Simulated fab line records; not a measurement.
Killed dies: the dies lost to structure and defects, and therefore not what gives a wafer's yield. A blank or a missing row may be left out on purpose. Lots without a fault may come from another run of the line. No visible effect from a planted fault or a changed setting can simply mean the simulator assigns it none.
fab line records | flow sky130
record: lots: 6 wafers: 18 last-day: 50
route steps=708 shown RES_XHIGH@336 SD_N@342
lots that met no fault: taken from a fault-free run of the same line
start-h: hours from the record's opening day to when the first of the lot's shown wafers began | wait-h: hours from the lot's prior step to this one | " repeats the value in the row above | L1.1+2: several wafers, shown together as one row | - no value present, or no start provided | * or withheld: withheld | < > ~ a bound
route shown NAME@n: a module of which the file shows steps, and the number in the route of the first | usual: mean/standard deviation taken from wafers without a fault | same: alike in all rows | chamber/n: place in a boat | sites: each site's reading | _std_site: their standard deviation | _edge_site: mean of outer sites minus mean of inner sites | radius-mm: for every site, how far away it sits from the centre of the wafer | mask NAME#n: copy n | behind: the last tool/chamber to shape the wafer | hold: what put the lot on hold/how long, in hours/how the hold closed | device: transistor that didn't switch, given as n, p or np | end of line: tests run on the same wafers once the route is complete | a step with no rows: only its recipe | killed: count of dies lost to structure and defects at first sort (not the wafer's yield) | map: a wafer's dies, x killed, . not, _ none there
set.NAME: the setting that was run; set.NAME@STEP: the one run at that earlier step | model.NAME: the simulator's own value behind a step, which no gauge read
lots seen at some steps along the route; tables by step, rows by wafer
services: from which hour (start-h, from the record's first day; less than 0 if before it) a tool's chamber was out of use, for how many hours, and why
== steps ==
step: SKY_RES_XHIGH_EXPOSE_04
recipe: mask-id: URPM na: 0.6 source-shape: conventional sigma-outer: 0.6 polarization: unpolarized target-cd-nm: 1270 dose-mj: 140
step: SKY_RES_XHIGH_PEB_05
recipe: temp-c: withheld time-s: * resist: NOVOLAK
step: SKY_RES_XHIGH_DEVELOP_06
recipe: resist: NOVOLAK developer: TMAH develop-time-s: 60 dev-temp-c: 23
step: SKY_RES_XHIGH_IMPLANT_07
recipe: species: BF2 energy-kev: 20 dose-cm2: 3.6e+14 tilt-deg: 0
step: SKY_RES_XHIGH_STRIP_08
recipe: chemistry: O2/N2 power-w: 1400 pressure-mtorr: 1500 platen-temp-c: withheld o2-flow-sccm: 3000 n2-flow-sccm: 300 overash-fraction: 0.5
usual: drypump-motor-current-A: 5.6/0.52 oes-product-au: 0.712/0.0043 strip-time-to-endpoint-s: 14.26/0.036
columns lot.wafer tool chamber start-h wait-h drypump-motor-current-A oes-product-au rf-hours-counter-h strip-time-to-endpoint-s
L107.3 plasma-asher-03 1 611.34 0.1 5.0 0.710 - 14.22
L107.4 " 0 " " 6.5 0.713 - 14.18
L107.6 " 0 " " 6.5 0.706 - 14.22
L118.2 plasma-asher-02 1 711.55 0.1 5.4 0.712 90 14.28
L118.5 " 1 " " 5.5 0.710 - 14.31
L118.6 " 0 " " 5.7 0.712 - 14.28
L120.3 plasma-asher-03 0 732.72 0.1 6.5 0.708 - 14.29
L120.5 " 0 " " 6.5 0.705 - 14.30
L120.6 " 1 " " 5.0 0.707 - 14.29
L122.1 plasma-asher-02 0 742.00 0.1 5.7 0.710 93 14.25
L122.2 " 1 " " 5.5 0.711 93 14.22
L122.6 " 1 " " 5.5 0.716 - 14.28
L124.1 plasma-asher-04 1 775.55 0.1 5.7 0.710 3 14.22
L124.3 " 1 " " 5.7 0.713 - 14.29
L124.6 " 0 " " 5.1 0.720 - 14.28
L130.3 plasma-asher-04 0 797.02 0.1 5.1 0.721 - 14.27
L130.5 " 1 " " 5.7 0.712 - 14.25
L130.6 " 0 " " 5.1 0.706 - 14.24
step: SKY_RES_XHIGH_TW_MEAS_09
usual: RES_XHIGH_TW: 1656/33
columns lot.wafer tool chamber start-h wait-h RES_XHIGH_TW
L107.3 film-metro-04 - 611.43 0.1 1599
L107.4 " - " " 1604
L107.6 " - " " 1602
L118.2 film-metro-01 - 711.66 0.1 1682
L118.5 " - " " 1680
L118.6 " - " " 1682
L120.3 film-metro-01 - 732.80 0.1 1676
L120.5 " - " " 1687
L120.6 " - " " 1692
L122.1 film-metro-01 - 742.10 0.1 1677
L122.2 " - " " 1676
L122.6 " - " " 1681
L124.1 film-metro-02 - 775.65 0.1 1633
L124.3 " - " " 1627
L124.6 " - " " 1641
L130.3 film-metro-01 - 797.10 0.1 1676
L130.5 " - " " 1680
L130.6 " - " " 1694
step: SKY_SD_N_DEHYDRATE_00
recipe: temp-c: 200 time-s: 60
step: SKY_SD_N_HMDS_01
recipe: prime-time-s: 60 prime-temp-c: 120
step: SKY_SD_N_COAT_02
recipe: resist: NOVOLAK spin-rpm: 3000 resist-thk-nm: 1140
step: SKY_SD_N_SOFTBAKE_03
recipe: temp-c: 90 time-s: 60 resist: NOVOLAK
step: SKY_SD_N_EXPOSE_04
recipe: mask-id: NSDM na: 0.6 source-shape: conventional sigma-outer: 0.6 polarization: unpolarized target-cd-nm: 380 dose-mj: 141
step: SKY_SD_N_PEB_05
recipe: temp-c: withheld time-s: * resist: NOVOLAK
step: SKY_SD_N_DEVELOP_06
recipe: resist: NOVOLAK developer: TMAH develop-time-s: 60 dev-temp-c: 23
usual: exhaust-pa: 45.0/0.77
columns lot.wafer tool chamber start-h wait-h exhaust-pa
L107.3 litho-track-02 0 640.99 0.1 44.6
L107.4 " 0 " " 44.4
L107.6 " 0 " " 46.0
L118.2 litho-track-02 0 738.46 0.1 45.3
L118.5 " 0 " " 45.5
L118.6 " 0 " " 45.5
L120.3 litho-track-02 0 760.19 0.1 45.5
L120.5 " 0 " " 45.4
L120.6 " 0 " " 45.3
L122.1 litho-track-02 0 769.09 0.1 45.0
L122.2 " 0 " " 44.6
L122.6 " 0 " " 44.1
L124.1 litho-track-04 0 802.11 0.1 44.6
L124.3 " 0 " " 44.9
L124.6 " 0 " " 44.9
L130.3 litho-track-04 0 823.51 0.1 46.0
L130.5 " 0 " " 46.8
L130.6 " 0 " " 46.8
step: SKY_SD_N_CD_MEAS_07
recipe: target-cd-nm: 380
usual: cd-nm: 380.0/2.3
columns lot.wafer tool chamber start-h wait-h cd-nm
L107.3 cd-sem-02 - 641.13 0.1 380.5
L107.4 " - " " 379.3
L107.6 " - " " 383.4
L118.2 cd-sem-01 - 738.61 0.1 376.9
L118.5 " - " " 375.9
L118.6 " - " " 377.2
L120.3 cd-sem-01 - 760.33 0.1 231.6
L120.5 " - " " 230.9
L120.6 " - " " 235.0
L122.1 cd-sem-01 - 769.24 0.1 234.9
L122.2 " - " " 234.7
L122.6 " - " " 235.3
L124.1 cd-sem-02 - 802.26 0.1 382.5
L124.3 " - " " 383.1
L124.6 " - " " 381.3
L130.3 cd-sem-01 - 823.65 0.1 382.2
L130.5 " - " " 383.2
L130.6 " - " " 384.3
step: SKY_SD_N_OVL_MEAS_08
usual: SD_N_OVL: 0.2/1.6
columns lot.wafer tool chamber start-h wait-h SD_N_OVL[nm]
L107.3 overlay-02 - 641.22 0.1 0.9
L107.4 " - " " 3.2
L107.6 " - " " 1.3
L118.2 overlay-01 - 738.71 0.1 -1.2
L118.5 " - " " -3.6
L118.6 " - " " -4.5
L120.3 overlay-01 - 760.42 0.1 2.2
L120.5 " - " " 3.0
L120.6 " - " " 3.3
L122.1 overlay-02 - 769.36 0.1 -0.6
L122.2 " - " " 0.1
L122.6 " - " " 0.2
L124.1 overlay-02 - 802.38 0.1 0.7
L124.3 " - " " 0.2
L124.6 " - " " -0.5
L130.3 overlay-01 - 823.74 0.1 -0.4
L130.5 " - " " -1.0
L130.6 " - " " 0.7
== services ==
columns tool chamber start-h hours kind
plasma-asher-04 - 606.64 2.8 pm
plasma-asher-04 - 733.75 9.0 pm
plasma-asher-04 0 733.75 9.0 vent-cycle
plasma-asher-04 1 733.75 9.0 vent-cycle
plasma-asher-04 0 742.75 - clean
plasma-asher-04 1 742.75 - clean
plasma-asher-02 - 757.50 0.7 repair
plasma-asher-02 - 804.33 2.8 pm
== key ==
first-sign: step: SKY_SD_N_CD_MEAS_07 reading: cd-nm direction: down sigmas: 63 usual: 380.0 struck: 233.7
effect none on later readings
met-at SKY_SD_N_DEVELOP_06
struck-wafers L120.3,L120.5,L120.6,L122.1,L122.2,L122.6
tester-left-out L120,L122
onset-between 738.46 760.19
fault: kind: process-parameter-drift tool: litho-track-02 chamber: - onset-h: 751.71 steps: SKY_SD_N_DEVELOP_06 channel: develop-time-s offset: * shape: step end-h: 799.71 acts-in: * stated: *
tester-left-out: of these lots the tester's yield and bins aren't shown, on N5 and GAA mostly nor the transistor test; their killed dies are dies lost to structure and defects alone, not to doping, threshold or leakage, so they don't give the yield
